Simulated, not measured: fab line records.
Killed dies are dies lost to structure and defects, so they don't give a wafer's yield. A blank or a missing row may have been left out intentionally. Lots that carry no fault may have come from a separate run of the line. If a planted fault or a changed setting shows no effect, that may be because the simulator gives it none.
8D (eight disciplines) problem report, filled in by code + flow gf180mcu + the parts of the form that need people (team, actions taken, sign-off) are left out

1. THE ISSUE
At GF_HV_LDD_IMPLANT_48, dose ions cm2 averages 3.2723e+13 over 6 wafers from 2 lots, while fault-free wafers read 2.9999e+13, standard deviation 2.9e+10. That is +94 standard deviations from the usual mean.
The first sign was on wafer L368.1 at day 17 01:17, on implanter-02. Wafers with a number at this step in the record: 39, from 13 lots. The rule behind "out" and "out of limits": a value lying over 4 standard deviations away from the usual mean. The rest of the wafers with a number are treated as sound.

2. WHAT IT IS, WHAT IT ISN'T
| question                    | is                     | is not                                                                                 |
|-----------------------------|------------------------|----------------------------------------------------------------------------------------|
| which readings at this step | dose ions cm2          | beam energy keV                                                                        |
| which lots                  | L368, L371             | L355, L357, L358, L359, L361, L364, L365, L372, L374, L375, L376                       |
| which wafers of those lots  | all that have a number | -                                                                                      |
| read on which tools         | implanter-02           | implanter-03, implanter-04                                                             |
| when                        | from day 17 01:17      | up to then (21 sound wafers); but 12 sound wafers of L372, L374, L375, L376 came after |

3. SUSPECTS, AND WHAT RULES EACH OUT
Counting: a tool stays on the suspect list if, at a process step up to the reading, it processed all lots that are out and no sound lot following the first of them.
- implanter-02 at GF_HV_LDD_IMPLANT_48: kept. It processed each lot that is out, first L368 at day 17 01:17, and no sound lot thereafter; up to then, the last sound lot it processed was L364 at day 15 17:53. Its own readings are out on those wafers: dose ions cm2.
The count leaves implanter-02 at GF_HV_LDD_IMPLANT_48.

4. THE CAUSE (what the simulator had put in)
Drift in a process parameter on implanter-02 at GF_HV_LDD_IMPLANT_48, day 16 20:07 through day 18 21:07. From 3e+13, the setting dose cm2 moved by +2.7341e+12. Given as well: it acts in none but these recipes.
This tool alone remained once counting was done.

5. THE EFFECT CHAIN, in route order
Each row: a reading where the mean over the struck wafers with a number is more than 3 standard deviations away from the usual. Only readings for which the record gives a usual standard deviation are gone through. hours: the time from each lot's start at the first step in this table that gives one to its start at this step, as a median over the lots. sigmas: the change in usual standard deviations.
| hours | step                 | reading            | usual      | on struck wafers | change      | sigmas |
|-------|----------------------|--------------------|------------|------------------|-------------|--------|
| 0     | GF_HV_LDD_IMPLANT_48 | dose ions cm2      | 2.9999e+13 | 3.2723e+13       | +2.7240e+12 | +94    |
| 0     | GF_HV_LDD_IMPLANT_48 | faraday current uA | 169        | 184              | +14         | +3.8   |
The process steps in it:
- GF_HV_LDD_IMPLANT_48

6. WHAT WOULD HAVE CAUGHT IT SOONER
In this record the first reading out of limits was taken at day 17 01:17, 5 hours after the fault began at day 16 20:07.
